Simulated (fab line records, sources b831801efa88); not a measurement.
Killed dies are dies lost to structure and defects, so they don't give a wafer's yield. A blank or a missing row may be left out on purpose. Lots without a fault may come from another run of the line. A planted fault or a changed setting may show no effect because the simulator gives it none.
Which tool did it? | flow gf180mcu | 15 lots, 44 wafers sampled, at 4 steps of a route of 602

WHAT THE GAUGES READ, wafer by wafer
GF_V5_CD_MEAS_14: target cd 260 nm. Usual: cd_nm 260.2 nm, standard deviation 1.
lot  | measured     | on        | cd_nm (nm)        | flag
L378 | day 27 07:01 | cd_sem-02 | 260.2 259.6 259.8 |
L379 | day 27 10:14 | cd_sem-02 | 261.9 259.6 259.6 |
L381 | day 28 19:57 | cd_sem-02 | 261.8 261.3 261.1 |
L382 | day 28 22:37 | cd_sem-01 | 259.9 261.2       |
L384 | day 29 01:51 | cd_sem-02 | 259.4 260.8       |
L385 | day 29 20:23 | cd_sem-02 | 259.6             |
L391 | day 31 09:38 | cd_sem-02 | 260.9 260.7 258.9 |
L392 | day 31 14:07 | cd_sem-02 | 259.6 259.8 260.9 |
L396 | day 32 17:06 | cd_sem-02 | 259.8 259.8 261.3 |
L395 | day 32 23:07 | cd_sem-01 | 260.0 260.2 259.9 |
L397 | day 32 23:39 | cd_sem-01 | 259.6 260.5 260.7 |
L398 | day 33 02:31 | cd_sem-01 | 259.5 259.5 260.0 |
L399 | day 33 05:37 | cd_sem-01 | 259.8 261.1 260.4 |
L400 | day 33 10:03 | cd_sem-01 | 260.3 260.2 260.9 |
L401 | day 33 19:16 | cd_sem-01 | 259.4 260.0 260.1 |

WHICH TOOL RAN EACH LOT (tool, then ch and the chambers of the sampled wafers, then the start)
lot  | GF_V3_SPUTTER_22             | GF_M5_METAL_ETCH_10               | GF_M5_STRIP_11
L378 | pvd_sputter-01, day 22 06:54 | rie_metal-03 ch 0,1, day 26 08:49 | plasma_asher-04 ch 0,1, day 26 08:56
L379 | pvd_sputter-01, day 22 18:56 | rie_metal-03 ch 0,1, day 26 12:32 | plasma_asher-04 ch 0,1, day 26 12:39
L381 | pvd_sputter-02, day 24 07:23 | rie_metal-03 ch 0,1, day 27 23:11 | plasma_asher-04 ch 0,1, day 27 23:19
L382 | pvd_sputter-02, day 24 09:05 | rie_metal-03 ch 0,1, day 28 01:29 | plasma_asher-04 ch 0,1, day 28 01:36
L384 | pvd_sputter-01, day 24 12:58 | rie_metal-03 ch 0,1, day 28 05:06 | plasma_asher-04 ch 0,1, day 28 05:14
L385 | pvd_sputter-01, day 25 10:31 | rie_metal-03 ch 1, day 29 00:02   | plasma_asher-04 ch 0, day 29 00:09
L391 | pvd_sputter-01, day 27 05:29 | rie_metal-01 ch 0,1, day 30 15:07 | plasma_asher-03 ch 0,1, day 30 15:14
L392 | pvd_sputter-02, day 27 08:15 | rie_metal-04 ch 0,1, day 30 19:11 | plasma_asher-01 ch 0,1, day 30 19:19
L396 | pvd_sputter-04, day 28 20:00 | rie_metal-03 ch 0,1, day 31 23:38 | plasma_asher-04 ch 0,1, day 31 23:46
L395 | pvd_sputter-02, day 28 23:17 | rie_metal-03 ch 0,1, day 32 04:58 | plasma_asher-03 ch 0,1, day 32 05:06
L397 | pvd_sputter-04, day 29 00:28 | rie_metal-04 ch 0,1, day 32 06:16 | plasma_asher-03 ch 0,1, day 32 06:24
L398 | pvd_sputter-04, day 29 03:59 | rie_metal-04 ch 0,1, day 32 09:11 | plasma_asher-04 ch 1, day 32 09:19
L399 | pvd_sputter-01, day 29 06:20 | rie_metal-03 ch 0,1, day 32 11:34 | plasma_asher-03 ch 0,1, day 32 11:42
L400 | pvd_sputter-04, day 29 06:41 | rie_metal-04 ch 0,1, day 32 12:44 | plasma_asher-04 ch 0,1, day 32 12:52
L401 | pvd_sputter-02, day 30 00:13 | rie_metal-03 ch 0,1, day 33 02:11 | plasma_asher-03 ch 0,1, day 33 02:19
- GF_V3_SPUTTER_22: material TiN, target thk 10 nm, time 40 s.
- GF_M5_METAL_ETCH_10: etches the open film in Cl2/BCl3, stops on SiO2, target depth 750.8 nm, time 125.1 s.
- GF_M5_STRIP_11: strips in O2/N2.

WHAT THE TOOLS THEMSELVES READ (means of the sampled wafers that have a number; where no wafer has one, the mark that the record gives instead)
GF_V3_SPUTTER_22. Usual: throttle_valve_pct 30.0 %, standard deviation 1.1.
lot  | tool           | throttle_valve_pct (%) | flag
L378 | pvd_sputter-01 | 29.2                   |
L379 | pvd_sputter-01 | 28.8                   |
L381 | pvd_sputter-02 | 29.7                   |
L382 | pvd_sputter-02 | 29.3                   |
L384 | pvd_sputter-01 | 29.0                   |
L385 | pvd_sputter-01 | 30.0                   |
L391 | pvd_sputter-01 | 29.4                   |
L392 | pvd_sputter-02 | 31.2                   |
L396 | pvd_sputter-04 | 29.9                   |
L395 | pvd_sputter-02 | 30.0                   |
L397 | pvd_sputter-04 | 30.6                   |
L398 | pvd_sputter-04 | 30.1                   |
L399 | pvd_sputter-01 | 28.9                   |
L400 | pvd_sputter-04 | 30.5                   |
L401 | pvd_sputter-02 | 30.0                   |

GF_M5_METAL_ETCH_10. Usual: drypump_motor_current_A 5.83 A, standard deviation 0.24; oes_product_au 0.990 a.u., standard deviation 0.0052; throttle_valve_pct 28.229 %, standard deviation 0.0091.
lot  | tool         | drypump_motor_current_A (A) | oes_product_au (a.u.) | throttle_valve_pct (%) | flag
L378 | rie_metal-03 | 6.07                        | 0.987                 | 28.227                 |
L379 | rie_metal-03 | 5.97                        | 0.993                 | 28.225                 |
L381 | rie_metal-03 | 6.10                        | 0.987                 | 28.227                 |
L382 | rie_metal-03 | 5.95                        | 0.893                 | 28.342                 | OFF
L384 | rie_metal-03 | 5.94                        | 0.890                 | 28.342                 | OFF
L385 | rie_metal-03 | 6.20                        | 0.845                 | 28.378                 | OFF
L391 | rie_metal-01 | 5.58                        | 0.989                 | 28.225                 |
L392 | rie_metal-04 | 5.67                        | 0.995                 | 28.232                 |
L396 | rie_metal-03 | 6.08                        | 0.990                 | 28.239                 |
L395 | rie_metal-03 | 5.94                        | 0.992                 | 28.231                 |
L397 | rie_metal-04 | 5.67                        | 0.991                 | 28.235                 |
L398 | rie_metal-04 | 5.69                        | 0.980                 | 28.242                 |
L399 | rie_metal-03 | 6.10                        | 0.992                 | 28.225                 |
L400 | rie_metal-04 | 5.72                        | 0.994                 | 28.231                 |
L401 | rie_metal-03 | 6.10                        | 0.993                 | 28.225                 |

GF_M5_STRIP_11. Usual: drypump_motor_current_A 5.7 A, standard deviation 0.4; heater_power_w 328 W, standard deviation 48; oes_product_au 0.524 a.u., standard deviation 0.005; strip_time_to_endpoint_s 7.04 s, standard deviation 0.039.
lot  | tool            | drypump_motor_current_A (A) | heater_power_w (W) | oes_product_au (a.u.) | strip_time_to_endpoint_s (s) | flag
L378 | plasma_asher-04 | 5.3                         | 357                | 0.523                 | 7.07                         |
L379 | plasma_asher-04 | 5.6                         | 315                | 0.522                 | 6.94                         |
L381 | plasma_asher-04 | 5.6                         | 314                | 0.526                 | 7.06                         |
L382 | plasma_asher-04 | 5.6                         | 319                | 0.547                 | 7.52                         | OFF
L384 | plasma_asher-04 | 5.6                         | 311                | 0.544                 | 7.53                         | OFF
L385 | plasma_asher-04 | 5.1                         | 400                | 0.548                 | 7.75                         | OFF
L391 | plasma_asher-03 | 5.7                         | 335                | 0.516                 | 7.02                         |
L392 | plasma_asher-01 | 6.2                         | 314                | 0.527                 | 7.04                         |
L396 | plasma_asher-04 | 5.4                         | 350                | 0.526                 | 7.08                         |
L395 | plasma_asher-03 | 5.5                         | 313                | 0.523                 | 7.07                         |
L397 | plasma_asher-03 | 5.5                         | 316                | 0.524                 | 7.09                         |
L398 | plasma_asher-04 | 5.8                         | 271                | 0.522                 | 7.08                         |
L399 | plasma_asher-03 | 5.7                         | 335                | 0.523                 | 7.03                         |
L400 | plasma_asher-04 | 5.4                         | 352                | 0.525                 | 7.07                         |
L401 | plasma_asher-03 | 5.5                         | 319                | 0.523                 | 7.03                         |

THE ANSWER, worked out from the rows above alone
Rule: a lot is off if the mean of its wafers that have a number lies more than 3 standard deviations from the usual mean. A lot without any number at a reading at which 4 lots or more have one is off too. The other lots that the step has rows for count as sound. The gauges are gone through in route order, then the tools' own readings, and for those a lot's mean is taken as printed above. The first step at which some lot is off is used, and at that step the reading that is off furthest; a lot without a number counts as furthest.
Off: L382, L384, L385, at GF_M5_METAL_ETCH_10 (oes_product_au).
A tool fits if, at that step or a process step before it, it ran every lot that is off, and no sound lot after the first of them. None of those tried fits.

WHAT THE SIMULATOR HAD PUT IN
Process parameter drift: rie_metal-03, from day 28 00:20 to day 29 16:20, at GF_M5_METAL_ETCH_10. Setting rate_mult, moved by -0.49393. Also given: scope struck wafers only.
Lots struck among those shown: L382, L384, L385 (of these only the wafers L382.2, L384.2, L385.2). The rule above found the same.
